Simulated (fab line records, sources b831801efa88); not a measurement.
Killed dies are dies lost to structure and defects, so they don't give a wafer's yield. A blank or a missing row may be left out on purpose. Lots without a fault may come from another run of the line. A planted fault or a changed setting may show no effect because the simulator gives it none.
fab line records | flow gf180mcu
record lots=6 wafers=18 last_day=34
route steps=602 shown M4@460
lots that met no fault: from a run of the same line without faults
start_h: hours from the record's first day to the start of the lot's first wafer shown | wait_h: hours since the lot's step before | " the same as in the row above | L1.1+2: a row that stands for several wafers | - no value, or no start given | * or withheld: withheld | < > ~ a bound
route shown NAME@n: a module of which the file shows steps, and the number in the route of the first | usual: mean/standard deviation of fault-free wafers | same: alike in all rows | chamber/n: place in a boat | sites: the reading at each site | _std_site: their standard deviation | _edge_site: outer sites' mean less inner sites' | radius_mm: how far each site lies from the wafer's centre | mask NAME#n: copy n | behind: the tool/chamber that last shaped the wafer | hold: why the lot was held/for how many hours/how that ended | device: the transistor (n, p or np) that didn't switch | end of line: the same wafers' tests at the end of the route | a step without rows: its recipe alone | killed: dies lost to structure and defects at the first sort, not the wafer's yield | map: a wafer's dies, x killed, . not, _ none there
set.NAME: the setting as run; set.NAME@STEP: as run at that earlier step | model.NAME: the simulator's own value behind a step, which no gauge read
lots at some steps of the route; a table a step, a row a wafer
services: from which hour (start_h, from the record's first day; less than 0 if before it) a tool's chamber was out of use, for how many hours, and why
## steps
# step GF_M4_SPUTTER_04
# recipe material=TiN target_thk_nm=50 power_w=6500 time_s=41.7 chamber_pressure_pa=0.4
# usual throttle_valve_pct=30.4/1.2
# columns lot.wafer tool chamber start_h wait_h throttle_valve_pct
L981.1 pvd_sputter-02 - 520.82 0.0 31.8
L981.4 " - " " 29.1
L981.5 " - " " 29.2
L982.2 pvd_sputter-04 - 535.04 0.0 29.7
L982.3 " - " " 29.8
L982.5 " - " " 29.5
L985.1 pvd_sputter-04 - 560.26 0.0 29.8
L985.2 " - " " 30.0
L985.3 " - " " 29.6
L986.1 pvd_sputter-04 - 566.62 0.0 29.4
L986.2 " - " " 29.4
L986.3 " - " " 29.6
L101.2 pvd_sputter-04 - 677.61 0.0 29.8
L101.3 " - " " 29.6
L101.4 " - " " 29.7
L102.1 pvd_sputter-02 - 682.43 0.0 31.9
L102.2 " - " " 31.5
L102.3 " - " " 29.0
# step GF_M4_RS_MEAS_05
# recipe thk_meas_gauge=four-point-probe reads=TiN_of_M4_SPUTTER_04+Ti_of_M4_SPUTTER_03+AlCu_of_M4_SPUTTER_02+TiN_of_M4_SPUTTER_01+Ti_of_M4_SPUTTER_00
# usual M4_ALCU_RS=0.0696/0.00091
# columns lot.wafer tool chamber start_h wait_h M4_ALCU_RS[ohm/sq]
L981.1 film_metro-04 - 520.86 0.0 0.0706
L981.4 " - " " 0.0720
L981.5 " - " " 0.0716
L982.2 film_metro-01 - 535.10 0.0 0.0709
L982.3 " - " " 0.0687
L982.5 " - " " 0.0708
L985.1 film_metro-02 - 560.30 0.0 0.0698
L985.2 " - " " 0.0712
L985.3 " - " " 0.0693
L986.1 film_metro-01 - 566.66 0.0 0.0683
L986.2 " - " " 0.0675
L986.3 " - " " 0.0699
L101.2 film_metro-01 - 677.67 0.0 0.0690
L101.3 " - " " 0.0691
L101.4 " - " " 0.0707
L102.1 film_metro-01 - 682.47 0.0 0.0679
L102.2 " - " " 0.0692
L102.3 " - " " 0.0691
# step GF_M4_THK_MEAS_06
# recipe thk_meas_gauge=xrf reads=AlCu_of_M4_SPUTTER_02
# usual M4_ALCU_THK=453/6.2
# columns lot.wafer tool chamber start_h wait_h M4_ALCU_THK[nm]
L981.1 film_metro-04 - 520.98 0.1 449
L981.4 " - " " 440
L981.5 " - " " 442
L982.2 film_metro-01 - 535.21 0.1 447
L982.3 " - " " 458
L982.5 " - " " 445
L985.1 film_metro-02 - 560.42 0.1 453
L985.2 " - " " 441
L985.3 " - " " 456
L986.1 film_metro-01 - 566.78 0.1 465
L986.2 " - " " 468
L986.3 " - " " 451
L101.2 film_metro-01 - 677.78 0.1 453
L101.3 " - " " 456
L101.4 " - " " 445
L102.1 film_metro-01 - 682.59 0.1 465
L102.2 " - " " 456
L102.3 " - " " 453
# step GF_M4_DEHYDRATE_07
# recipe temp_c=200 time_s=60
# step GF_M4_HMDS_08
# recipe prime_time_s=60 prime_temp_c=120
# step GF_M4_COAT_09
# recipe resist=KrF spin_rpm=withheld resist_thk_nm=1000
# step GF_M4_SOFTBAKE_10
# recipe temp_c=130 time_s=60 resist=KrF
# step GF_M4_EXPOSE_11
# recipe mask_id=Metal4 target_cd_nm=280 na=0.68 source_shape=conventional sigma_outer=0.6 dose_mj=28
# step GF_M4_PEB_12
# recipe peb_temp_c=135 peb_time_s=90 resist=KrF
# step GF_M4_DEVELOP_13
# recipe develop_time_s=60 dev_temp_c=21
# step GF_M4_CD_MEAS_14
# recipe target_cd_nm=280
# usual cd_nm=280.3/1.1
# columns lot.wafer tool chamber start_h wait_h cd_nm
L981.1 cd_sem-01 - 544.06 0.1 279.2
L981.4 " - " " 281.1
L981.5 " - " " 280.2
L982.2 cd_sem-02 - 557.03 0.1 278.9
L982.3 " - " " 279.7
L982.5 " - " " 279.1
L985.1 cd_sem-02 - 581.91 0.1 279.4
L985.2 " - " " 281.1
L985.3 " - " " 280.7
L986.1 cd_sem-02 - 588.38 0.2 280.0
L986.2 " - " " 279.9
L986.3 " - " " 278.9
L101.2 cd_sem-02 - 696.08 0.2 280.8
L101.3 " - " " 281.3
L101.4 " - " " 280.4
L102.1 cd_sem-02 - 700.51 0.1 280.8
L102.2 " - " " 280.3
L102.3 " - " " 281.6
# step GF_M4_OVL_MEAS_15
# usual M4_OVL=0/5.3
# columns lot.wafer tool chamber start_h wait_h M4_OVL[nm]
L981.1 overlay-02 - 544.18 0.1 0
L981.4 " - " " -11
L981.5 " - " " -4
L982.2 overlay-02 - 557.14 0.1 -4
L982.3 " - " " -2
L982.5 " - " " -3
L985.1 overlay-01 - 582.03 0.1 -2
L985.2 " - " " -6
L985.3 " - " " 1
L986.1 overlay-01 - 588.50 0.1 -4
L986.2 " - " " -3
L986.3 " - " " 4
L101.2 overlay-01 - 696.19 0.1 -3
L101.3 " - " " 0
L101.4 " - " " -3
L102.1 overlay-01 - 700.63 0.1 6
L102.2 " - " " -1
L102.3 " - " " -1
# step GF_M4_METAL_ETCH_16
# recipe chemistry=Cl2/BCl3 mask_material=KrF target_depth_nm=750.8 stop_on=SiO2 pressure_mtorr=8 icp_w=800 bias_w=140 Cl2_flow_sccm=80 bcl3_flow_sccm=40 time_s=125.1
# usual bcl3_flow_sccm=40.04/0.12 drypump_motor_current_A=5.6/0.35 mfc_cl2_sccm=80.05/0.22 oes_product_au=0.991/0.0061 throttle_valve_pct=28.229/0.01
# columns lot.wafer tool chamber start_h wait_h bcl3_flow_sccm drypump_motor_current_A mfc_cl2_sccm oes_product_au rf_hours_counter_h throttle_valve_pct model.KrF_of_M4_COAT_09.thk_nm
L981.1 rie_metal-03 1 544.22 0.0 39.96 6.0 80.29 0.996 10 28.225 689.2
L981.4 " 0 " " 40.09 5.3 79.96 0.984 - 28.226 691.3
L981.5 " 0 " " 39.96 5.3 79.95 0.979 - 28.235 697.6
L982.2 rie_metal-02 0 557.17 0.0 39.94 5.3 80.20 0.983 10 28.237 690.1
L982.3 " 1 " " 39.80 5.6 79.97 0.992 - 28.246 685.1
L982.5 " 0 " " 39.94 5.3 80.34 0.986 - 28.219 693
L985.1 rie_metal-03 1 582.07 0.0 40.26 6.0 79.81 0.923 11 28.293 722
L985.2 " 1 " " 40.22 6.0 80.27 0.916 - 28.314 720.2
L985.3 " 1 " " 40.21 6.0 80.08 0.917 - 28.322 721.8
L986.1 rie_metal-03 1 588.54 0.0 40.14 6.0 80.24 0.916 11 28.319 725.5
L986.2 " 1 " " 40.11 6.0 80.18 0.919 - 28.296 725.2
L986.3 " 1 " " 40.03 6.0 80.40 0.920 - 28.314 725.1
L101.2 rie_metal-02 1 696.22 0.0 39.81 5.6 80.00 0.999 5 28.230 682.9
L101.3 " 1 " " 39.71 5.6 79.92 0.995 - 28.222 681.7
L101.4 " 0 " " 40.01 5.2 79.90 0.984 - 28.234 690.1
L102.1 rie_metal-04 0 700.67 0.0 39.94 5.4 80.09 1.006 2 28.230 674.9
L102.2 " 0 " " 40.12 5.4 80.05 0.997 - 28.214 675.8
L102.3 " 0 " " 40.20 5.4 79.70 1.003 - 28.213 677.5
# step GF_M4_STRIP_17
# recipe chemistry=O2/N2 power_w=1400 pressure_mtorr=1500 platen_temp_c=250 o2_flow_sccm=3000 n2_flow_sccm=300 overash_fraction=0.5
# usual drypump_motor_current_A=6.0/0.48 heater_power_w=355/34 oes_product_au=0.537/0.0054 strip_time_to_endpoint_s=7.38/0.062
# columns lot.wafer tool chamber start_h wait_h drypump_motor_current_A heater_power_w oes_product_au rf_hours_counter_h strip_time_to_endpoint_s
L981.1 plasma_asher-02 1 544.35 0.1 5.5 404 0.533 12 7.43
L981.4 " 1 " " 5.5 401 0.545 - 7.45
L981.5 " 1 " " 5.5 408 0.541 - 7.52
L982.2 plasma_asher-04 0 557.30 0.1 6.0 367 0.541 99 7.44
L982.3 " 0 " " 6.1 364 0.543 - 7.39
L982.5 " 1 " " 5.3 296 0.543 - 7.48
L985.1 plasma_asher-04 1 582.33 0.2 5.3 294 0.547 102 7.74
L985.2 " 0 " " 6.0 368 0.546 102 7.73
L985.3 " 1 " " 5.3 295 0.552 - 7.75
L986.1 plasma_asher-03 0 588.80 0.2 6.3 356 0.551 80 7.78
L986.2 " 1 " " 6.7 377 0.556 80 7.77
L986.3 " 0 " " 6.3 353 0.563 - 7.77
L101.2 plasma_asher-02 0 696.35 0.1 5.6 315 0.529 28 7.37
L101.3 " 0 " " 5.6 320 0.544 - 7.36
L101.4 " 1 " " 5.6 405 0.542 - 7.45
L102.1 plasma_asher-03 0 700.93 0.2 6.3 348 0.528 92 7.30
L102.2 " 1 " " 6.7 382 0.539 92 7.30
L102.3 " 1 " " 6.7 372 0.533 - 7.32
# step GF_M4_STRIP_18
# recipe chemistry=post_etch_residue_remover time_s=1200 temp_c=72.5
## services
# columns tool chamber start_h hours kind
rie_metal-04 - 511.31 0.3 repair
rie_metal-02 1 525.56 - clean
pvd_sputter-04 2 554.00 - consumable_replace:kit
pvd_sputter-04 2 554.00 18.0 scheduled_down
pvd_sputter-04 2 554.00 18.0 vent_cycle
pvd_sputter-02 - 554.69 2.7 repair
pvd_sputter-04 - 570.83 2.8 repair
rie_metal-03 0 572.61 - clean
rie_metal-03 0 572.61 18.0 scheduled_down
rie_metal-03 0 572.61 18.0 vent_cycle
rie_metal-02 1 594.37 11.6 repair
pvd_sputter-02 - 614.18 1.8 repair
plasma_asher-04 - 619.48 2.4 repair
rie_metal-04 0 624.79 7.1 repair
pvd_sputter-04 - 649.63 2.0 repair
rie_metal-03 1 663.45 - clean
rie_metal-03 1 663.45 18.9 scheduled_down
rie_metal-03 1 663.45 18.9 vent_cycle
plasma_asher-04 - 671.18 1.6 repair
pvd_sputter-04 1 678.49 - consumable_replace:kit
pvd_sputter-04 1 678.49 18.0 scheduled_down
pvd_sputter-04 1 678.49 18.0 vent_cycle
rie_metal-02 0 687.91 7.6 repair
plasma_asher-03 - 688.28 2.8 pm
## key
first_sign step=GF_M4_METAL_ETCH_16 reading=oes_product_au direction=down sigmas=12 usual=0.991 struck=0.919
effect step=GF_M4_METAL_ETCH_16 reading=throttle_valve_pct direction=up sigmas=7.9 usual=28.229 struck=28.310
effect step=GF_M4_STRIP_17 reading=strip_time_to_endpoint_s direction=up sigmas=6.1 usual=* struck=*
model_effect step=GF_M4_METAL_ETCH_16 value=KrF_of_M4_COAT_09.thk_nm without=683.6 struck=723.3
met_at GF_M4_METAL_ETCH_16
struck_wafers L985.1,L985.2,L985.3,L986.1,L986.2,L986.3
rows_end L985.1,L986.2
sort_left_out L985.2,L985.3,L986.1,L986.3
onset_between 544.22 582.07
fault kind=process_parameter_drift tool=rie_metal-03 chamber=1 onset_h=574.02 steps=GF_M4_METAL_ETCH_16 channel=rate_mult offset=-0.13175 shape=step
# sort_left_out: the simulated sort isn't trusted on such a fault, so these wafers' sort isn't shown, and their yield isn't known
# rows_end: these wafers met a further fault down the route, and their rows from its step on are left out
